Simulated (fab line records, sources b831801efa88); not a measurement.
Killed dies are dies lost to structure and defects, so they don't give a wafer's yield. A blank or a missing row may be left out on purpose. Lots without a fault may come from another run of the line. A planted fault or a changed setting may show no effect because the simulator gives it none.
Split-lot experiment | flow gf180mcu | 5 lots, 23 wafers read, on a route of 602 steps

THE SPLIT
At GF_MIM_SPUTTER_07 (material TiN, target thk 60 nm, time 50 s), the setting power_w was moved away from the recipe's 6500 W on 5 of the 23 wafers read, by -5.3% to +10.3%. The other wafers ran this setting at the recipe's value.

The reading is taken at the split's own step.

THE READING
TiN_of_MIM_SPUTTER_07.thk_nm (the simulator's own value, which no gauge read), in nm, at GF_MIM_SPUTTER_07 (material TiN, target thk 60 nm, time 50 s). The file gives no usual value for it. The 18 wafers here that ran the recipe average 60.25 nm, standard deviation 0.6 nm.

wafer  | tool, chamber at the split | power_w as run, W | against the recipe | TiN_of_MIM_SPUTTER_07.thk_nm, nm | against lot-mates on the recipe
L074.1 | pvd_sputter-02, -          | 6500              | recipe             | 60.6                             | -
L074.2 | pvd_sputter-02, -          | 6500              | recipe             | 60.3                             | -
L074.3 | pvd_sputter-02, -          | 6500              | recipe             | 60.68                            | -
L074.4 | pvd_sputter-02, -          | 6500              | recipe             | 60.05                            | -
L074.5 | pvd_sputter-02, -          | 6500              | recipe             | 60.64                            | -
L081.1 | pvd_sputter-02, -          | 6500              | recipe             | 59.7                             | -
L081.2 | pvd_sputter-02, -          | 6500              | recipe             | 60.11                            | -
L081.3 | pvd_sputter-02, -          | 6500              | recipe             | 59.68                            | -
L081.5 | pvd_sputter-02, -          | 6500              | recipe             | 59.83                            | -
L081.6 | pvd_sputter-02, -          | 6500              | recipe             | 60.08                            | -
L082.1 | pvd_sputter-02, -          | 6154              | -5.3%              | 56.87                            | -2.46
L082.2 | pvd_sputter-02, -          | 6500              | recipe             | 59.23                            | -
L082.4 | pvd_sputter-02, -          | 6500              | recipe             | 59.43                            | -
L082.5 | pvd_sputter-02, -          | 6154              | -5.3%              | 56.33                            | -3.00
L082.6 | pvd_sputter-02, -          | 6154              | -5.3%              | 56.7                             | -2.63
L084.2 | pvd_sputter-01, -          | 6500              | recipe             | 60.51                            | -
L084.4 | pvd_sputter-01, -          | 6500              | recipe             | 60.44                            | -
L084.6 | pvd_sputter-01, -          | 6500              | recipe             | 59.71                            | -
L085.1 | pvd_sputter-01, -          | 7171              | +10.3%             | 68.12                            | +6.98
L085.2 | pvd_sputter-01, -          | 6500              | recipe             | 61.11                            | -
L085.3 | pvd_sputter-01, -          | 6500              | recipe             | 60.59                            | -
L085.4 | pvd_sputter-01, -          | 7171              | +10.3%             | 66.46                            | +5.32
L085.6 | pvd_sputter-01, -          | 6500              | recipe             | 61.73                            | -

THE FIT
A straight line over all 23 wafers: TiN_of_MIM_SPUTTER_07.thk_nm changes by +0.681 nm for each +1% of power_w; r = +0.97; the points scatter about the line by 0.62 nm.
The same after taking each lot's own level away (the mean of its wafers on the recipe; 23 wafers): +0.569 nm for each +1%; r = +0.98; scatter 0.4 nm.
On that fit, the largest move of power_w shifts the reading by 5.9 nm.
The lots' own levels span 59.330 to 61.143 nm, that is 3.0 times the standard deviation above.
So the lot-to-lot level changes the slope: the two fits differ.
Check: with one of the wafers moved furthest among these (+10.3%) left out of the fit, the line predicts +5.28 nm for it against its lot-mates. It came out at +6.98 nm against them.

OTHER SPLITS ON THESE WAFERS
These wafers also went through other splits before the reading. Each is held against what the fit with the lots' levels taken away leaves over:
other split on the same wafers  | wafers away from the commonest value | r with TiN_of_MIM_SPUTTER_07.thk_nm (lot level and that fit taken away)
GF_M1_PEB_12 peb_temp_c         | 8                                    | +0.13
GF_M1_STRIP_17 power_w          | 5                                    | -0.19
GF_V1_CMP_04 leave_above_ref_nm | 8                                    | -0.36
GF_V1_COAT_09 resist_thk_nm     | 10                                   | -0.20
GF_M2_EXPOSE_11 dose_mj         | 9                                    | -0.21
GF_V3_CVD_23 temp_c             | 4                                    | +0.01
GF_M4_SPUTTER_04 power_w        | 9                                    | +0.19
GF_V4_CVD_23 pressure_torr      | 10                                   | +0.08

THE FILE'S OWN FIT
TiN_of_MIM_SPUTTER_07.thk_nm changes by +0.577 nm for each +1% of power_w, r = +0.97.
